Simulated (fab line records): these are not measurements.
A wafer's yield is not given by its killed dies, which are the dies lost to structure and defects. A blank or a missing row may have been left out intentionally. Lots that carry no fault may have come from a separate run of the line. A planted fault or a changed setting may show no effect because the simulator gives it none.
fab line records -- flow sky130
record: lots: 12, wafers: 35, lastDay: 50
route steps=708 shown METAL2@500 CAP2M@615 VIA4@657
lots that met no fault: from a run of the same line without faults
startH: the number of hours between the record's first day and the start of the first shown wafer of the lot -- waitH: how many hours have passed since the lot's step before this one -- " identical to the entry in the row above -- L1.1+2: a single row standing in for several wafers -- - either no value or no given start -- * or withheld: withheld -- < > ~ a bound
route shown NAME@n: a module of which the file shows steps, and the number in the route of the first -- usual: mean/standard deviation taken from wafers without a fault -- same: alike in all rows -- chamber/n: place in a boat -- sites: readings site by site -- _std_site: the standard deviation of these -- _edge_site: inner sites' mean taken away from outer sites' mean -- radiusMm: for every site, how far away it sits from the centre of the wafer -- mask NAME#n: copy n -- behind: the most recent tool/chamber to have shaped the wafer -- hold: cause of the lot's hold/its duration in hours/its outcome -- device: the transistor (n, p or np) that didn't switch -- end of line: the tests these same wafers got at the end of their route -- a step given without rows: its recipe and nothing more -- killed: not the wafer's yield, but the dies lost to structure and defects at the first sort -- map: per-die view of a wafer (x killed, . not killed, _ where there is no die)
set.NAME: the run value of the setting; set.NAME@STEP: its run value at that earlier step -- model.NAME: the simulator's own value behind a step, which no gauge read
the route's steps for a sample of lots (tables are steps, rows are wafers)
services: from which hour (startH, from the record's first day; less than 0 if before it) a tool's chamber was out of use, for how many hours, and why
== steps ==
step: SKY_METAL2_DESCUM_17
recipe: chemistry: O2, sourcePowerW: 150, biasPowerW: 0, pressureMtorr: 10, tempC: 40, timeS: 8
usual: drypumpMotorCurrentA: 5.70/0.29, oesProductAu: 1.000/0.0069
lot.wafer,tool,chamber,startH,waitH,drypumpMotorCurrentA,oesProductAu,rfHoursCounterH
L886.1,rieMetal-03,0,813.82,0.0,5.83,1.010,2
L886.2,rieMetal-03,1,813.82,0.0,5.84,0.999,10
L886.6,rieMetal-03,1,813.82,0.0,5.83,0.992,-
L885.1,rieMetal-01,0,817.58,0.0,5.48,0.994,5
L885.3,rieMetal-01,1,817.58,0.0,5.67,1.001,-
L885.5,rieMetal-01,1,817.58,0.0,5.67,0.992,-
L887.2,rieMetal-03,1,828.07,0.0,5.83,1.001,10
L887.5,rieMetal-03,1,828.07,0.0,5.84,1.001,-
L887.6,rieMetal-03,0,828.07,0.0,5.84,0.996,-
L893.2,rieMetal-04,1,873.58,0.0,6.03,1.013,-
L893.3,rieMetal-04,1,873.58,0.0,6.02,1.002,-
L893.5,rieMetal-04,1,873.58,0.0,6.02,1.013,-
L895.3,rieMetal-01,1,895.23,0.0,5.68,0.997,-
L895.5,rieMetal-01,1,895.23,0.0,5.68,0.994,-
L895.6,rieMetal-01,0,895.23,0.0,5.44,0.996,-
L897.3,rieMetal-04,1,906.48,0.0,6.02,1.000,-
L897.5,rieMetal-04,0,906.48,0.0,5.08,0.991,-
L897.6,rieMetal-04,1,906.48,0.0,6.00,1.008,-
L898.2,rieMetal-01,1,914.37,0.0,5.66,0.989,14
L898.3,rieMetal-01,1,914.37,0.0,5.68,1.002,-
L898.5,rieMetal-01,1,914.37,0.0,5.64,1.005,-
L902.2,rieMetal-03,0,939.31,0.0,5.87,0.999,6
L902.4,rieMetal-03,1,939.31,0.0,5.82,0.998,-
L903.1,rieMetal-01,0,941.62,0.0,5.47,0.999,11
L903.3,rieMetal-01,0,941.62,0.0,5.48,1.008,-
L903.5,rieMetal-01,0,941.62,0.0,5.48,0.997,-
L904.3,rieMetal-01,0,946.47,0.0,5.46,0.994,-
L904.4,rieMetal-01,1,946.47,0.0,5.65,1.005,-
L904.5,rieMetal-01,0,946.47,0.0,5.45,1.002,-
L908.2,rieMetal-04,1,985.37,0.0,6.03,1.006,16
L908.3,rieMetal-04,1,985.37,0.0,6.02,1.010,-
L908.6,rieMetal-04,1,985.37,0.0,6.03,1.001,-
L907.3,rieMetal-03,0,995.24,0.0,5.90,0.993,-
L907.5,rieMetal-03,0,995.24,0.0,5.86,0.993,-
L907.6,rieMetal-03,1,995.24,0.0,5.85,0.991,-
step: SKY_CAP2M_OVL_MEAS_12
usual: CAP2M_OVL: -0.1/1.2
lot.wafer,tool,chamber,startH,waitH,CAP2M_OVL[nm]
L886.1,overlay-02,-,949.15,0.1,1.9
L886.2,overlay-02,-,949.15,0.1,1.4
L886.6,overlay-02,-,949.15,0.1,0.7
L885.1,overlay-01,-,952.11,0.1,-1.3
L885.3,overlay-01,-,952.11,0.1,2.4
L885.5,overlay-01,-,952.11,0.1,0.3
L887.2,overlay-01,-,960.96,0.1,-1.0
L887.5,overlay-01,-,960.96,0.1,-1.9
L887.6,overlay-01,-,960.96,0.1,-1.2
L893.2,overlay-01,-,1004.65,0.1,1.2
L893.3,overlay-01,-,1004.65,0.1,-0.2
L893.5,overlay-01,-,1004.65,0.1,-1.3
L895.3,overlay-01,-,1023.11,0.1,-1.2
L895.5,overlay-01,-,1023.11,0.1,0.3
L895.6,overlay-01,-,1023.11,0.1,-0.7
L897.3,overlay-02,-,1033.73,0.1,-0.3
L897.5,overlay-02,-,1033.73,0.1,-0.5
L897.6,overlay-02,-,1033.73,0.1,-1.3
L898.2,overlay-01,-,1039.36,0.1,-1.4
L898.3,overlay-01,-,1039.36,0.1,-0.4
L898.5,overlay-01,-,1039.36,0.1,-0.7
L902.2,overlay-02,-,1061.77,0.1,-0.7
L902.4,overlay-02,-,1061.77,0.1,-0.7
L903.1,overlay-02,-,1064.39,0.1,-1.4
L903.3,overlay-02,-,1064.39,0.1,-1.7
L903.5,overlay-02,-,1064.39,0.1,-2.6
L904.3,overlay-02,-,1067.93,0.1,-2.0
L904.4,overlay-02,-,1067.93,0.1,-1.5
L904.5,overlay-02,-,1067.93,0.1,-0.9
L908.2,overlay-01,-,1103.32,0.1,-0.1
L908.3,overlay-01,-,1103.32,0.1,-0.1
L908.6,overlay-01,-,1103.32,0.1,1.6
L907.3,overlay-02,-,1109.66,0.1,-1.7
L907.5,overlay-02,-,1109.66,0.1,-2.8
L907.6,overlay-02,-,1109.66,0.1,-1.6
step: SKY_VIA4_CVD_18
recipe: material: W, targetThkNm: 505, timeS: 152.14, tempC: 400, pressureTorr: 40
usual: heaterPowerOuterW: 496/44, heaterPowerW: 836/87
lot.wafer,tool,chamber,startH,waitH,heaterPowerOuterW,heaterPowerW
L886.1,cvdW-02,1,999.46,0.0,453,727
L886.2,cvdW-02,0,999.46,0.0,553,936
L886.6,cvdW-02,0,999.46,0.0,533,933
L885.1,cvdW-02,0,1002.39,0.0,556,912
L885.3,cvdW-02,1,1002.39,0.0,454,735
L885.5,cvdW-02,1,1002.39,0.0,456,737
L887.2,cvdW-01,0,1011.21,0.0,456,765
L887.5,cvdW-01,1,1011.21,0.0,520,900
L887.6,cvdW-01,0,1011.21,0.0,460,768
L893.2,cvdW-01,0,1053.56,0.0,466,772
L893.3,cvdW-01,0,1053.56,0.0,455,772
L893.5,cvdW-01,0,1053.56,0.0,475,785
L895.3,cvdW-01,1,1071.41,0.1,522,916
L895.5,cvdW-01,1,1071.41,0.1,530,893
L895.6,cvdW-01,0,1071.41,0.1,464,772
L897.3,cvdW-01,1,1082.50,0.1,530,907
L897.5,cvdW-01,0,1082.50,0.1,467,783
L897.6,cvdW-01,1,1082.50,0.1,540,924
L898.2,cvdW-02,1,1085.86,0.0,448,733
L898.3,cvdW-02,0,1085.86,0.0,545,925
L898.5,cvdW-02,0,1085.86,0.0,537,955
L902.2,cvdW-01,0,1105.83,0.1,469,755
L902.4,cvdW-01,0,1105.83,0.1,452,802
L903.1,cvdW-01,1,1108.96,0.0,535,899
L903.3,cvdW-01,1,1108.96,0.0,534,920
L903.5,cvdW-01,0,1108.96,0.0,464,743
L904.3,cvdW-02,1,1112.05,0.1,456,756
L904.4,cvdW-02,0,1112.05,0.1,549,960
L904.5,cvdW-02,1,1112.05,0.1,436,737
L908.2,cvdW-01,0,1145.14,0.0,452,766
L908.3,cvdW-01,1,1145.14,0.0,522,917
L908.6,cvdW-01,0,1145.14,0.0,447,786
L907.3,cvdW-01,1,1150.69,0.1,522,918
L907.5,cvdW-01,1,1150.69,0.1,538,912
L907.6,cvdW-01,0,1150.69,0.1,463,762
step: SKY_VIA4_CMP_21
recipe: stopOn: SiO2, tOverpolishS: 25, downForcePsi: 3.5, platenRpm: 60, targetThkNm: 0, padVelocityMS: 0.94248
usual: motorCurrentA: 10.9/0.85, overpolishRunS: 25.000/0.0089, platenRpm: 60.00/0.038, timeToEndpointS: 123/4.6
lot.wafer,tool,chamber,startH,waitH,motorCurrentA,overpolishRunS,platenRpm,timeToEndpointS
L886.2,cmp-01,2,999.79,0.0,12.2,25.007,59.99,113
L886.1,cmp-01,1,999.79,0.0,11.6,24.990,59.98,124
L886.6,cmp-01,2,999.79,0.0,11.9,25.013,59.99,119
L885.3,cmp-01,0,1002.78,0.1,9.7,24.992,60.00,124
L885.1,cmp-01,1,1002.78,0.1,11.4,24.983,60.02,119
L885.5,cmp-01,3,1002.78,0.1,9.9,24.992,60.05,123
L887.2,cmp-02,1,1011.54,0.0,10.7,25.005,59.94,131
L887.6,cmp-02,1,1011.54,0.0,10.4,24.980,59.95,127
L887.5,cmp-02,2,1011.54,0.0,11.0,25.001,60.02,117
L893.3,cmp-01,2,1053.94,0.1,11.9,24.995,59.97,119
L893.2,cmp-01,0,1053.94,0.1,9.7,24.992,59.97,121
L893.5,cmp-01,2,1053.94,0.1,12.3,25.010,59.96,123
L895.3,cmp-02,0,1071.84,0.2,12.3,25.012,60.01,124
L895.6,cmp-02,1,1071.84,0.2,10.1,25.011,60.10,136
L895.5,cmp-02,2,1071.84,0.2,11.1,24.998,59.99,121
L897.3,cmp-02,0,1083.07,0.3,12.3,24.981,60.00,120
L897.5,cmp-02,2,1083.07,0.3,11.2,25.011,60.02,122
L897.6,cmp-02,3,1083.07,0.3,11.5,24.998,60.05,118
L898.2,cmp-02,1,1087.08,0.9,10.7,24.984,60.04,133
L898.3,cmp-02,2,1087.08,0.9,11.0,24.996,60.02,116
L898.5,cmp-02,0,1087.08,0.9,12.2,24.994,60.01,122
L902.2,cmp-01,1,1106.31,0.1,10.6,25.016,54.08,138
L902.4,cmp-01,3,1106.31,0.1,10.0,25.010,54.02,135
L903.1,cmp-02,3,1109.31,0.1,11.1,25.017,59.97,123
L903.3,cmp-02,0,1109.31,0.1,12.6,24.990,59.93,125
L903.5,cmp-02,3,1109.31,0.1,10.9,24.998,59.98,121
L904.3,cmp-01,3,1112.43,0.1,10.2,25.010,53.99,139
L904.4,cmp-01,0,1112.43,0.1,9.9,25.007,53.92,137
L904.5,cmp-01,3,1112.43,0.1,9.7,24.993,53.97,141
L908.3,cmp-02,3,1145.47,0.0,11.0,24.997,60.01,129
L908.2,cmp-02,0,1145.47,0.0,11.2,25.005,60.01,126
L908.6,cmp-02,0,1145.47,0.0,11.5,24.999,60.02,125
L907.3,cmp-02,0,1151.07,0.1,12.7,25.005,59.99,123
L907.5,cmp-02,2,1151.07,0.1,10.4,24.996,60.01,124
L907.6,cmp-02,3,1151.07,0.1,11.0,24.997,60.00,127
== services ==
tool,chamber,startH,hours,kind
cmp-02,-,844.24,2.1,repair
cmp-02,-,847.73,1.6,repair
cmp-01,-,858.16,1.7,repair
cmp-01,-,865.34,2.3,pm
cmp-02,-,893.34,0.5,repair
cmp-02,-,900.93,1.7,repair
cvdW-01,-,904.00,14.0,pm
cmp-02,-,912.00,4.0,pm
cmp-02,-,916.00,7.4,pm
cmp-01,-,927.79,3.9,repair
cmp-01,-,930.71,2.6,repair
rieMetal-01,1,981.71,21.0,repair
cvdW-01,1,986.40,3.2,repair
cvdW-01,0,1033.76,5.6,repair
cmp-02,-,1065.22,0.4,repair
rieMetal-01,1,1073.48,10.3,repair
cmp-01,-,1084.22,4.0,pm
cmp-02,-,1090.16,4.7,pm
cvdW-01,1,1103.96,2.8,repair
cmp-02,-,1105.76,2.4,repair
cmp-02,-,1111.71,9.2,repair
cmp-02,-,1121.94,3.9,repair
cmp-01,-,1126.09,5.2,pm
rieMetal-01,-,1131.55,15.6,pm
== key ==
firstSign: step: SKY_VIA4_CMP_21, reading: platenRpm, direction: down, sigmas: 99+, usual: 60.00, struck: 54.00
effect: step: SKY_VIA4_CMP_21, reading: timeToEndpointS, direction: up, sigmas: 3.2, usual: *, struck: *
metAt SKY_VIA4_CMP_21
struckLots L902,L904
notActingAt SKY_METAL2_DESCUM_17,SKY_CAP2M_OVL_MEAS_12,SKY_VIA4_CVD_18
onsetBetween 1053.94 1106.31
fault: kind: processParameterDrift, tool: cmp-01, chamber: -, onsetH: 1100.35, steps: SKY_VIA4_CMP_21, channel: platenRpm, offset: -6, shape: step, endH: 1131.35, actsIn: theseRecipesOnly, stated: 60
